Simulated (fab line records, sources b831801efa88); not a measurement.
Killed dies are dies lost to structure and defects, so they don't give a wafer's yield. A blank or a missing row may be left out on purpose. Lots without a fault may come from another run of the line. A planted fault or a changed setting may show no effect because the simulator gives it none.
A struck lot beside a sound one | flow sky130 | 43 steps out of a route of 708
Sound: wafers L152.1, L152.4, L152.5. Struck: wafers L162.2, L162.4, L162.6. The cause comes at the end.
At each step with rows: each side's tool, then ch and its chambers, then its first start. Under that, the readings that differ: sound wafers | struck wafers | difference of the means | sigmas: that difference in standard deviations of wafers without a fault.
alike: readings whose means differ by less than 2 such deviations, and words and numbers that are the same on both sides. not compared: withheld readings, readings that some wafer has no value for, bounds like >300 that may hide the same value, and numbers for which the record gives no deviation and whose values overlap.
The two part at a step that has a row with sigmas, a row that says differs or no value, or rows on one side only. Numbers that don't overlap but have no deviation are shown without sigmas and don't part them. A reading that every wafer of one side lacks parts them only if that side has two wafers or more.

first, 7 steps without rows for these wafers: SKY_METAL4_HMDS_06 (prime time 60 s); SKY_METAL4_COAT_07 (resist thk 60 nm); SKY_METAL4_COAT_08 (resist thk 1140 nm); SKY_METAL4_SOFTBAKE_09 (time 90 s); SKY_METAL4_EXPOSE_10 (exposes mask MM4, target cd 300 nm); SKY_METAL4_PEB_11; SKY_METAL4_DEVELOP_12 (develop time 60 s).
SKY_METAL4_CD_MEAS_13: target cd 300 nm.
  sound on cd_sem-01, day 43 11:07; struck on cd_sem-01, day 45 20:30
  alike: cd_nm
SKY_METAL4_OVL_MEAS_14:
  sound on overlay-02, day 43 11:14; struck on overlay-02, day 45 20:37
  alike: METAL4_OVL
SKY_METAL4_DESCUM_15: chemistry O2, time 8 s.
  sound on rie_metal-04 ch 0, day 43 11:17; struck on rie_metal-03 ch 0, day 45 20:38
  alike: drypump_motor_current_A, oes_product_au
  not compared: rf_hours_counter_h
SKY_METAL4_ETCH_16: etches BARC in N2/H2, stops on SiO2, time 88.2 s, target depth 60 nm.
  sound on rie_metal-04 ch 0, day 43 11:20; struck on rie_metal-03 ch 0, day 45 20:40
  alike: drypump_motor_current_A, oes_product_au, throttle_valve_pct
  not compared: rf_hours_counter_h
SKY_METAL4_ETCH_17: etches SiO2 in C4F8/O2/Ar, stops on TiN, time 3.9 s, target depth 15 nm.
  sound on rie_diel-01 ch 0,2,3, day 43 11:32; struck on rie_diel-02 ch 0,1,2, day 45 20:46
  alike: oes_product_au
  not compared: rf_hours_counter_h
SKY_METAL4_METAL_ETCH_18: etches the open film in Cl2/BCl3, stops on SiO2, target depth 845 nm, time 183.1 s.
  sound on rie_metal-03 ch 0, day 43 11:34; struck on rie_metal-04 ch 0, day 45 20:51
  alike: drypump_motor_current_A, oes_product_au, throttle_valve_pct
  not compared: rf_hours_counter_h
then, 5 steps without rows for these wafers: SKY_METAL4_STRIP_19 (strips in O2/N2); SKY_METAL4_STRIP_20 (strips in post etch residue remover, time 1200 s); SKY_METAL4_CLEAN_21 (cleans in IPA, time 180 s); SKY_METAL4_CLEAN_22 (cleans in O3/DIW); SKY_VIA4_HDPCVD_00 (deposits SiO2, target thk 1750 nm, time 291.7 s).
SKY_VIA4_THK_MEAS_01:
  sound on film_metro-01, day 43 12:32; struck on film_metro-01, day 45 21:59
  alike: VIA4_HDPCVD_THK
SKY_VIA4_CMP_02: polishes SiO2.
  sound on cmp-01 ch 0,2,3, day 43 13:00; struck on cmp-01 ch 0,2, day 45 22:18
  alike: motor_current_A, slurry_flow_ml_min
SKY_VIA4_BOW_MEAS_03:
  sound on film_metro-02, day 43 13:12; struck on film_metro-03, day 45 22:37
  alike: VIA4_BOW
then, 7 steps without rows for these wafers: SKY_VIA4_DEHYDRATE_04 (time 60 s); SKY_VIA4_HMDS_05 (prime time 60 s); SKY_VIA4_COAT_06 (resist thk 1140 nm); SKY_VIA4_SOFTBAKE_07 (time 60 s); SKY_VIA4_EXPOSE_08 (exposes mask VIM4, target cd 800 nm); SKY_VIA4_PEB_09; SKY_VIA4_DEVELOP_10 (develop time 60 s).
SKY_VIA4_OVL_MEAS_11:
  sound on overlay-01, day 44 11:31; struck on overlay-01, day 46 18:14
  alike: VIA4_OVL
SKY_VIA4_ETCH_12: etches SiO2 in C4F8/O2/Ar, stops on TiN, target depth 580 nm.
  sound on rie_diel-03 ch 0,1, day 44 11:33; struck on rie_diel-01 ch 0,1,3, day 46 18:16
  alike: oes_product_au
then, 6 steps without rows for these wafers: SKY_VIA4_STRIP_13 (strips in O2/N2); SKY_VIA4_STRIP_14 (strips in post etch residue remover, time 1200 s); SKY_VIA4_CLEAN_15 (cleans in IPA, time 180 s); SKY_VIA4_CLEAN_16 (cleans in O3/DIW); SKY_VIA4_SPUTTER_17 (material TiN, target thk 20 nm, time 80 s); SKY_VIA4_CVD_18 (deposits W, target thk 505 nm, time 152.14 s).
SKY_VIA4_RS_MEAS_19: measures by four-point-probe.
  sound on film_metro-03, day 44 12:28; struck on film_metro-03, day 46 19:10
  alike: VIA4_W_RS
SKY_VIA4_THK_MEAS_20: measures by xrf.
  sound on film_metro-03, day 44 12:35; struck on film_metro-03, day 46 19:16
  alike: VIA4_W_THK
then, 4 steps without rows for these wafers: SKY_VIA4_CMP_21 (polishes, stops on SiO2, t overpolish 25 s, target thk 0 nm); SKY_METAL5_SPUTTER_00 (material Ti, target thk 15 nm, time 10 s); SKY_METAL5_SPUTTER_01 (material TiN, target thk 20 nm, time 16.7 s); SKY_METAL5_SPUTTER_02 (material AlCu, target thk 1150 nm, time 61.2 s).
-- the record jumps here: 3 days lie between the struck wafers' starts before and after (it left off in module METAL5 and takes up again in module PAD_OPEN, whose first step shown is number 708 of the route) --
SKY_PAD_OPEN_PROBE_99:
  sound on prober-01, day 47 03:47; struck on prober-01, day 49 07:55
  reading                               | sound              | struck            | difference | sigmas
  defect_limited_yield (%)              | 84.8 83.5 83.9     | 77.4 78.7 77.6    | -6.2       | -3
  killed_at_M4_up                       | 1 3 3              | 45 37 37          | +37        | +19
  killed_dies                           | 75 81 79           | 111 105 110       | +30        | +3
  killed_on_rim                         | 8 19 19            | 28 30 20          | +11        | +3
  sort_bin_3_pad_short (%)              | 0.4 0.8 1.0        | 3.9 2.0 3.9       | +2.5       | +6
  sort_bin_5_function (%)               | 8.5 10.0 9.1       | 12.4 13.8 11.8    | +3.5       | +2
  sort_n_pass                           | 417 411 413        | 381 387 382       | -30        | -3
  sort_yield_pct (%)                    | 84.8 83.5 83.9     | 77.4 78.7 77.6    | -6.2       | -3
  model.etest.tester.sort_n_pass        | 417 411 413        | 381 387 382       | -30        |
  model.etest.tester.sort_yield_pct (%) | 84.76 83.54 83.94  | 77.44 78.66 77.64 | -6.17      |
  model.etest.tester.sort_bin_5_pct (%) | 8.537 9.959 9.146  | 12.4 13.82 11.79  | +3.5       |
  model.etest.tester.sort_bin_3_pct (%) | 0.4065 0.813 1.016 | 3.862 2.033 3.862 | +2.507     |
  alike: killed_at_M0_to_M3, killed_at_contacts, killed_at_front_end, killed_at_other, killed_open, killed_short, sort_bin_6_memory

WHERE THEY PART
Only at SKY_PAD_OPEN_PROBE_99, within this record.

WHY: what the simulator had put in
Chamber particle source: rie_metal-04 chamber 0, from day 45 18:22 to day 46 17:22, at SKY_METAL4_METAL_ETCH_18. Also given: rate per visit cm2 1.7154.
